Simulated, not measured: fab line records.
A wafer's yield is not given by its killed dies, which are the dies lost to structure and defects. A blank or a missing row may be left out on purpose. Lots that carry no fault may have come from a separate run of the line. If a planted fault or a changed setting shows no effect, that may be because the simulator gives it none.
fab line records    flow sky130
[record] lots = 11  wafers = 33  lastDay = 50
route steps=708 shown CONTACT@430 METAL1@451 METAL2@486
lots that met no fault: from a run of the same line without faults
startH: the number of hours between the record's first day and the start of the first shown wafer of the lot    waitH: time in hours since the lot's previous step    " unchanged from the row above    L1.1+2: a row that stands for several wafers    - no value, or no start given    * or withheld: withheld    < > ~ a bound
route shown NAME@n: a module of which the file shows steps, and the number in the route of the first    usual: the fault-free wafers' mean and standard deviation    same: alike in all rows    chamber/n: place in a boat    sites: the reading at each site    _std_site: their standard deviation    _edge_site: inner sites' mean taken away from outer sites' mean    radiusMm: for every site, how far away it sits from the centre of the wafer    mask NAME#n: copy n    behind: tool/chamber where the wafer was last shaped    hold: reason for holding the lot/hours on hold/outcome of the hold    device: transistor that didn't switch, given as n, p or np    end of line: at the end of the route, the tests of the same wafers    for a step that has no rows: nothing shown but its recipe    killed: the dies lost at the first sort to structure and to defects; this is not the yield of the wafer    map: a wafer's dies, marking killed ones x, the rest . and places with no die _
set.NAME: the run value of the setting; set.NAME@STEP: its run value at that earlier step    model.NAME: the simulator's own value behind a step, which no gauge read
a sample of lots followed through the steps of the route, with each step as a table and each wafer as a row
services: from which hour (startH, from the record's first day; less than 0 if before it) a tool's chamber was out of use, for how many hours, and why
[[steps]]
[step SKY_CONTACT_CVD_24]
[recipe] material = W  targetThkNm = 340  timeS = 102.12  tempC = 400  pressureTorr = 40
[usual] heaterPowerW = 866/88
lot.wafer  tool     chamber  startH  waitH  heaterPowerW
L994.2     cvdW-02  0        739.97  0.0    787
L994.3     "        0        "       "      816
L994.6     "        0        "       "      790
L993.1     cvdW-01  0        741.42  0.0    817
L993.3     "        0        "       "      807
L993.6     "        1        "       "      1069
L995.1     cvdW-02  0        754.33  0.0    794
L995.3     "        0        "       "      806
L995.4     "        1        "       "      860
L996.1     cvdW-02  0        760.09  0.0    803
L996.4     "        1        "       "      830
L996.5     "        0        "       "      828
L100.3     cvdW-02  1        791.83  0.1    859
L100.4     "        0        "       "      804
L100.6     "        1        "       "      872
L108.1     cvdW-01  1        852.86  0.0    1042
L108.4     "        0        "       "      830
L108.5     "        0        "       "      816
L111.3     cvdW-02  1        866.80  0.1    866
L111.5     "        0        "       "      808
L111.6     "        1        "       "      876
L113.1     cvdW-02  1        890.73  0.0    834
L113.5     "        0        "       "      827
L113.6     "        1        "       "      842
L114.3     cvdW-02  1        895.21  0.1    841
L114.5     "        0        "       "      793
L114.6     "        1        "       "      853
L115.1     cvdW-02  0        900.34  0.0    818
L115.3     "        1        "       "      861
L115.4     "        0        "       "      817
L116.1     cvdW-02  0        907.66  0.0    795
L116.3     "        1        "       "      853
L116.5     "        0        "       "      800
[step SKY_CONTACT_RS_MEAS_25]
[recipe] thkMeasGauge = four-point-probe  reads = W_of_CONTACT_CVD_24+TiN_of_CONTACT_SPUTTER_23
[usual] CONTACT_W_RS = 0.3371/0.003
lot.wafer  tool          chamber  startH  waitH  CONTACT_W_RS[ohm/sq]
L994.2     filmMetro-01  -        740.10  0.1    0.3378
L994.3     "             -        "       "      0.3374
L994.6     "             -        "       "      0.3349
L993.1     filmMetro-03  -        741.53  0.1    0.3401
L993.3     "             -        "       "      0.3300
L993.6     "             -        "       "      0.3331
L995.1     filmMetro-03  -        754.44  0.1    0.3352
L995.3     "             -        "       "      0.3376
L995.4     "             -        "       "      0.3322
L996.1     filmMetro-03  -        760.20  0.1    0.3373
L996.4     "             -        "       "      0.2816
L996.5     "             -        "       "      0.3359
L100.3     filmMetro-04  -        791.94  0.1    0.2818
L100.4     "             -        "       "      0.3371
L100.6     "             -        "       "      0.2814
L108.1     filmMetro-01  -        852.97  0.1    0.3328
L108.4     "             -        "       "      0.3386
L108.5     "             -        "       "      0.3373
L111.3     filmMetro-04  -        866.92  0.1    0.3374
L111.5     "             -        "       "      0.3348
L111.6     "             -        "       "      0.3405
L113.1     filmMetro-04  -        890.84  0.1    0.3398
L113.5     "             -        "       "      0.3360
L113.6     "             -        "       "      0.3422
L114.3     filmMetro-04  -        895.33  0.1    0.3388
L114.5     "             -        "       "      0.3315
L114.6     "             -        "       "      0.3380
L115.1     filmMetro-04  -        900.45  0.1    0.3331
L115.3     "             -        "       "      0.3407
L115.4     "             -        "       "      0.3359
L116.1     filmMetro-03  -        907.77  0.1    0.3367
L116.3     "             -        "       "      0.3377
L116.5     "             -        "       "      0.3375
[step SKY_CONTACT_THK_MEAS_26]
[recipe] thkMeasGauge = xrf  reads = W_of_CONTACT_CVD_24
[usual] CONTACT_W_THK = 338/5
lot.wafer  tool          chamber  startH  waitH  CONTACT_W_THK[nm]
L994.2     filmMetro-01  -        740.21  0.1    340
L994.3     "             -        "       "      340
L994.6     "             -        "       "      340
L993.1     filmMetro-03  -        741.65  0.1    332
L993.3     "             -        "       "      341
L993.6     "             -        "       "      336
L995.1     filmMetro-03  -        754.56  0.1    336
L995.3     "             -        "       "      331
L995.4     "             -        "       "      339
L996.1     filmMetro-03  -        760.32  0.1    335
L996.4     "             -        "       "      398
L996.5     "             -        "       "      337
L100.3     filmMetro-04  -        792.04  0.1    405
L100.4     "             -        "       "      338
L100.6     "             -        "       "      405
L108.1     filmMetro-01  -        853.09  0.1    342
L108.4     "             -        "       "      340
L108.5     "             -        "       "      338
L111.3     filmMetro-04  -        867.02  0.1    339
L111.5     "             -        "       "      342
L111.6     "             -        "       "      337
L113.1     filmMetro-04  -        890.96  0.1    338
L113.5     "             -        "       "      341
L113.6     "             -        "       "      338
L114.3     filmMetro-04  -        895.43  0.1    340
L114.5     "             -        "       "      348
L114.6     "             -        "       "      342
L115.1     filmMetro-04  -        900.57  0.1    346
L115.3     "             -        "       "      338
L115.4     "             -        "       "      344
L116.1     filmMetro-03  -        907.89  0.1    333
L116.3     "             -        "       "      331
L116.5     "             -        "       "      329
[step SKY_CONTACT_CMP_27]
[recipe] stopOn = SiO2  tOverpolishS = 15  downForcePsi = 3.5  platenRpm = 60  targetThkNm = 0  padVelocityMS = 0.94248
[usual] motorCurrentA = 10.8/0.8  timeToEndpointS = 81.6/2.3
lot.wafer  tool    chamber  startH  waitH  motorCurrentA  timeToEndpointS
L994.2     cmp-01  2        740.31  0.1    10.8           78.4
L994.3     "       0        "       "      11.8           77.1
L994.6     "       2        "       "      10.0           82.7
L993.1     cmp-01  2        741.81  0.1    10.4           77.9
L993.3     "       3        "       "      10.9           84.5
L993.6     "       0        "       "      11.8           83.1
L995.1     cmp-01  0        754.62  0.1    11.9           81.6
L995.3     "       1        "       "      10.0           83.0
L995.4     "       3        "       "      11.1           87.4
L996.4     cmp-01  2        760.43  0.1    10.6           94.9
L996.1     "       3        "       "      10.6           80.3
L996.5     "       1        "       "      10.2           81.4
L100.3     cmp-02  0        792.08  0.0    10.3           98.9
L100.4     "       2        "       "      10.6           78.3
L100.6     "       0        "       "      11.1           99.7
L108.1     cmp-02  3        853.15  0.1    11.6           85.1
L108.4     "       0        "       "      10.4           82.0
L108.5     "       3        "       "      10.8           86.1
L111.3     cmp-01  3        867.11  0.1    11.4           84.8
L111.6     "       2        "       "      10.8           79.3
L111.5     "       3        "       "      10.7           82.8
L113.1     cmp-02  0        891.02  0.1    11.0           78.9
L113.6     "       0        "       "      10.5           81.7
L113.5     "       1        "       "      12.5           82.0
L114.3     cmp-01  3        895.62  0.2    11.0           80.4
L114.5     "       0        "       "      11.2           79.7
L114.6     "       1        "       "      9.8            78.9
L115.4     cmp-01  0        900.63  0.0    11.4           78.9
L115.1     "       1        "       "      9.9            82.3
L115.3     "       3        "       "      11.6           84.7
L116.3     cmp-01  0        908.05  0.1    11.8           78.9
L116.1     "       1        "       "      9.9            81.3
L116.5     "       3        "       "      11.1           81.1
[step SKY_METAL1_DESCUM_17]
[recipe] chemistry = O2  sourcePowerW = 150  biasPowerW = 0  pressureMtorr = 10  tempC = 40  timeS = 8
[usual] chamberPressureMTorr = 10.000/0.0092  drypumpMotorCurrentA = 5.6/0.53  oesProductAu = 0.999/0.007
lot.wafer  tool         chamber  startH  waitH  chamberPressureMTorr  drypumpMotorCurrentA  oesProductAu  rfHoursCounterH
L994.2     rieMetal-02  1        768.19  0.0    10.006                6.0                   0.998         2
L994.3     "            1        "       "      9.998                 6.0                   1.012         -
L994.6     "            0        "       "      10.003                6.0                   1.000         -
L993.1     rieMetal-03  1        769.74  0.0    10.007                5.1                   0.996         10
L993.3     "            0        "       "      10.002                5.8                   0.993         -
L993.6     "            1        "       "      10.022                5.1                   0.989         -
L995.1     rieMetal-04  0        782.23  0.0    9.997                 6.5                   0.994         9
L995.3     "            0        "       "      9.998                 6.4                   0.995         -
L995.4     "            1        "       "      9.998                 4.7                   1.003         -
L996.1     rieMetal-04  0        788.11  0.0    10.004                6.4                   1.000         9
L996.4     "            0        "       "      9.999                 6.5                   1.003         -
L996.5     "            1        "       "      9.993                 4.7                   0.999         -
L100.3     rieMetal-03  1        819.70  0.0    10.001                5.1                   0.998         -
L100.4     "            1        "       "      9.997                 5.1                   1.002         -
L100.6     "            1        "       "      9.995                 5.1                   1.001         -
L108.1     rieMetal-03  0        879.66  0.0    9.996                 5.8                   0.996         5
L108.4     "            1        "       "      10.012                5.1                   0.992         -
L108.5     "            1        "       "      10.014                5.1                   1.004         -
L111.3     rieMetal-03  1        893.29  0.0    9.998                 5.1                   0.991         -
L111.5     "            0        "       "      9.998                 5.8                   1.006         -
L111.6     "            1        "       "      10.006                5.1                   1.000         -
L113.1     rieMetal-03  0        916.89  0.0    9.994                 5.8                   0.979         6
L113.5     "            1        "       "      10.006                5.1                   0.999         -
L113.6     "            0        "       "      10.013                5.8                   0.992         -
L114.3     rieMetal-03  1        921.49  0.0    9.999                 5.1                   0.991         -
L114.5     "            1        "       "      10.016                5.1                   0.990         -
L114.6     "            0        "       "      10.005                5.8                   0.996         -
L115.1     rieMetal-02  1        926.56  0.0    10.008                6.0                   0.997         9
L115.3     "            1        "       "      9.996                 6.0                   1.012         -
L115.4     "            0        "       "      10.001                5.9                   0.988         -
L116.1     rieMetal-02  1        933.78  0.0    10.000                6.0                   1.010         9
L116.3     "            1        "       "      10.008                6.0                   1.014         -
L116.5     "            1        "       "      10.001                6.0                   1.005         -
[step SKY_METAL2_SPUTTER_03]
[recipe] material = Ti  targetThkNm = 5  powerW = 3000  timeS = 3.3  chamberPressurePa = 0.4
[usual] throttleValvePct = 29.9/1.1
lot.wafer  tool           chamber  startH  waitH  throttleValvePct
L994.2     pvdSputter-01  -        797.08  0.0    31.2
L994.3     "              -        "       "      28.5
L994.6     "              -        "       "      29.0
L993.1     pvdSputter-04  -        799.22  0.0    29.6
L993.3     "              -        "       "      30.5
L993.6     "              -        "       "      30.1
L995.1     pvdSputter-01  -        811.49  0.0    31.3
L995.3     "              -        "       "      30.4
L995.4     "              -        "       "      28.5
L996.1     pvdSputter-04  -        817.06  0.0    30.2
L996.4     "              -        "       "      28.5
L996.5     "              -        "       "      30.3
L100.3     pvdSputter-01  -        849.00  0.0    29.0
L100.4     "              -        "       "      31.0
L100.6     "              -        "       "      29.0
L108.1     pvdSputter-04  -        907.64  0.0    30.9
L108.4     "              -        "       "      28.2
L108.5     "              -        "       "      31.1
L111.3     pvdSputter-04  -        921.33  0.0    30.4
L111.5     "              -        "       "      30.7
L111.6     "              -        "       "      30.4
L113.1     pvdSputter-02  -        944.71  0.0    31.6
L113.5     "              -        "       "      28.1
L113.6     "              -        "       "      31.9
L114.3     pvdSputter-01  -        948.46  0.0    29.4
L114.5     "              -        "       "      29.2
L114.6     "              -        "       "      30.9
L115.1     pvdSputter-02  -        953.69  0.0    31.7
L115.3     "              -        "       "      31.3
L115.4     "              -        "       "      29.1
L116.1     pvdSputter-01  -        960.54  0.0    28.5
L116.3     "              -        "       "      31.0
L116.5     "              -        "       "      29.0
[step SKY_METAL2_THK_MEAS_06]
[recipe] thkMeasGauge = xrf  reads = AlCu_of_METAL2_SPUTTER_02
[usual] METAL2_ALCU_THK = 256.5/2.5
lot.wafer  tool          chamber  startH  waitH  METAL2_ALCU_THK[nm]
L994.2     filmMetro-01  -        797.28  0.1    257.3
L994.3     "             -        "       "      253.5
L994.6     "             -        "       "      257.0
L993.1     filmMetro-04  -        799.41  0.1    258.9
L993.3     "             -        "       "      259.7
L993.6     "             -        "       "      260.6
L995.1     filmMetro-04  -        811.68  0.1    256.6
L995.3     "             -        "       "      253.7
L995.4     "             -        "       "      256.7
L996.1     filmMetro-01  -        817.25  0.1    256.7
L996.4     "             -        "       "      259.7
L996.5     "             -        "       "      256.1
L100.3     filmMetro-02  -        849.21  0.1    258.6
L100.4     "             -        "       "      258.8
L100.6     "             -        "       "      258.0
L108.1     filmMetro-02  -        907.83  0.1    256.1
L108.4     "             -        "       "      257.9
L108.5     "             -        "       "      255.0
L111.3     filmMetro-04  -        921.54  0.1    256.4
L111.5     "             -        "       "      256.8
L111.6     "             -        "       "      257.2
L113.1     filmMetro-04  -        944.90  0.1    250.4
L113.5     "             -        "       "      252.2
L113.6     "             -        "       "      251.4
L114.3     filmMetro-04  -        948.66  0.1    255.9
L114.5     "             -        "       "      254.7
L114.6     "             -        "       "      255.7
L115.1     filmMetro-02  -        953.88  0.1    255.8
L115.3     "             -        "       "      257.0
L115.4     "             -        "       "      255.2
L116.1     filmMetro-01  -        960.73  0.1    258.0
L116.3     "             -        "       "      260.2
L116.5     "             -        "       "      256.2
[[services]]
tool           chamber  startH  hours  kind
cmp-01         -        723.94  0.3    repair
cvdW-01        -        739.02  0.3    repair
cmp-02         -        744.03  4.0    pm
pvdSputter-04  -        761.69  1.8    repair
rieMetal-04    -        767.65  2.8    pm
cvdW-01        1        769.54  10.9   repair
rieMetal-02    0        803.01  8.5    repair
rieMetal-03    0        817.35  3.8    repair
cmp-02         -        818.41  2.4    repair
cmp-02         -        820.82  7.1    pm
pvdSputter-04  -        838.04  3.4    repair
rieMetal-04    -        849.77  0.3    repair
cvdW-01        -        865.53  6.0    pm
cvdW-02        -        881.62  6.9    pm
rieMetal-02    1        883.77  1.2    repair
cvdW-01        -        889.56  6.9    pm
cvdW-01        -        904.00  14.0   pm
cvdW-01        1        904.57  3.9    repair
cmp-01         -        909.69  5.7    pm
cmp-01         -        915.35  4.0    pm
pvdSputter-02  -        916.83  3.3    repair
rieMetal-04    -        917.49  1.2    repair
cmp-02         -        928.24  1.6    repair
cvdW-01        1        937.96  14.9   repair
[[key]]
[firstSign] step = SKY_CONTACT_RS_MEAS_25  reading = CONTACT_W_RS  direction = down  sigmas = 19  usual = 0.3371  struck = 0.2816
[effect] step = SKY_CONTACT_THK_MEAS_26  reading = CONTACT_W_THK  direction = up  sigmas = 13  usual = 338  struck = 403
[effect] step = SKY_CONTACT_CMP_27  reading = timeToEndpointS  direction = up  sigmas = 6.9  usual = *  struck = *
metAt SKY_CONTACT_CVD_24
struckLots L996,L100
struckWafers L996.4,L100.3,L100.6
testerLeftOut L996,L100
notActingAt SKY_METAL1_DESCUM_17,SKY_METAL2_SPUTTER_03,SKY_METAL2_THK_MEAS_06
onsetBetween 754.33 760.09
[fault] kind = processParameterDrift  tool = cvdW-02  chamber = 1  onsetH = 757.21  steps = SKY_CONTACT_CVD_24  channel = targetThkNm  offset = 66.323  shape = step  endH = 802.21  actsIn = theseRecipesOnly  stated = 340
// testerLeftOut: of these lots the tester's yield and bins aren't shown, on N5 and GAA mostly nor the transistor test; their killed dies are dies lost to structure and defects alone, not to doping, threshold or leakage, so they don't give the yield
